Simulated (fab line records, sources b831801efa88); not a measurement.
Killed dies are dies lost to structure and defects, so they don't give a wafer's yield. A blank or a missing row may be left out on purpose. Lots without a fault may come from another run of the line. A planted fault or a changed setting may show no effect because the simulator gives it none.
A struck lot beside a sound one | flow gf180mcu | 14 steps out of a route of 602
Sound: wafers L809.2, L809.5, L809.6. Struck: wafers L816.2, L816.5, L816.6. The cause comes at the end.
At each step with rows: each side's tool, then ch and its chambers, then its first start. Under that, the readings that differ: sound wafers | struck wafers | difference of the means | sigmas: that difference in standard deviations of wafers without a fault.
alike: readings whose means differ by less than 2 such deviations, and words and numbers that are the same on both sides. not compared: withheld readings, readings that some wafer has no value for, bounds like >300 that may hide the same value, and numbers for which the record gives no deviation and whose values overlap.
The two part at a step that has a row with sigmas, a row that says differs or no value, or rows on one side only. Numbers that don't overlap but have no deviation are shown without sigmas and don't part them. A reading that every wafer of one side lacks parts them only if that side has two wafers or more.

first, 5 steps without rows for these wafers: GF_V1_COAT_09 (resist thk 1000 nm); GF_V1_SOFTBAKE_10 (time 60 s); GF_V1_EXPOSE_11 (exposes mask Via1, target cd 260 nm); GF_V1_PEB_12 (peb time 90 s); GF_V1_DEVELOP_13 (develop time 60 s).
GF_V1_CD_MEAS_14: target cd 260 nm.
  sound on cd_sem-01, day 19 06:54; struck on cd_sem-01, day 21 10:55
  alike: cd_nm
GF_V1_OVL_MEAS_15:
  sound on overlay-01, day 19 07:01; struck on overlay-01, day 21 11:01
  alike: V1_OVL
GF_V1_ETCH_16: etches BARC in N2/H2.
  sound on rie_diel-03 ch 0,2,3, day 19 07:02; struck on rie_diel-03 ch 0,1,2, day 21 11:03
  alike: drypump_motor_current_A, h2_flow_sccm, oes_product_au, throttle_valve_pct
GF_V1_ETCH_17: etches SiO2 in C4F8/O2/Ar, stops on TiN, target depth 630 nm.
  sound on rie_diel-03 ch 0,2,3; struck on rie_diel-03 ch 0,1,2
  alike: oes_product_au
GF_V1_STRIP_18: strips in O2/N2.
  sound on plasma_asher-04 ch 0,1, day 19 07:10; struck on plasma_asher-04 ch 0,1, day 21 11:11
  alike: drypump_motor_current_A, heater_power_w, oes_product_au, platen_temp_c
  not compared: rf_hours_counter_h
then, 2 steps without rows for these wafers: GF_V1_STRIP_19 (strips in post etch residue remover, time 1200 s); GF_V1_CLEAN_20 (cleans in DIW).
GF_V1_SPUTTER_21: material Ti, target thk 15 nm, time 80.02 s.
  sound on pvd_sputter-03, day 19 07:42; struck on pvd_sputter-01, day 21 11:44
  no value came back on the struck wafers for cathode_dc_power_W (W), chamber_pressure_pa (Pa), throttle_valve_pct (%); on the sound wafers cathode_dc_power_W (W) reads 2500.0 2500.0 2500.1
GF_V1_SPUTTER_22: material TiN, target thk 10 nm, time 40 s.
  sound on pvd_sputter-03, day 19 07:46; struck on pvd_sputter-01, day 21 11:48
  alike: cathode_dc_power_W, chamber_pressure_pa, throttle_valve_pct

WHERE THEY PART
Only at GF_V1_SPUTTER_21, within this record. Later steps at which nothing parts them and some readings are alike: GF_V1_SPUTTER_22.

WHY: what the simulator had put in
Skipped step whole: pvd_sputter-01, from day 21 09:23 on, at GF_V1_SPUTTER_21. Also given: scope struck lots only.
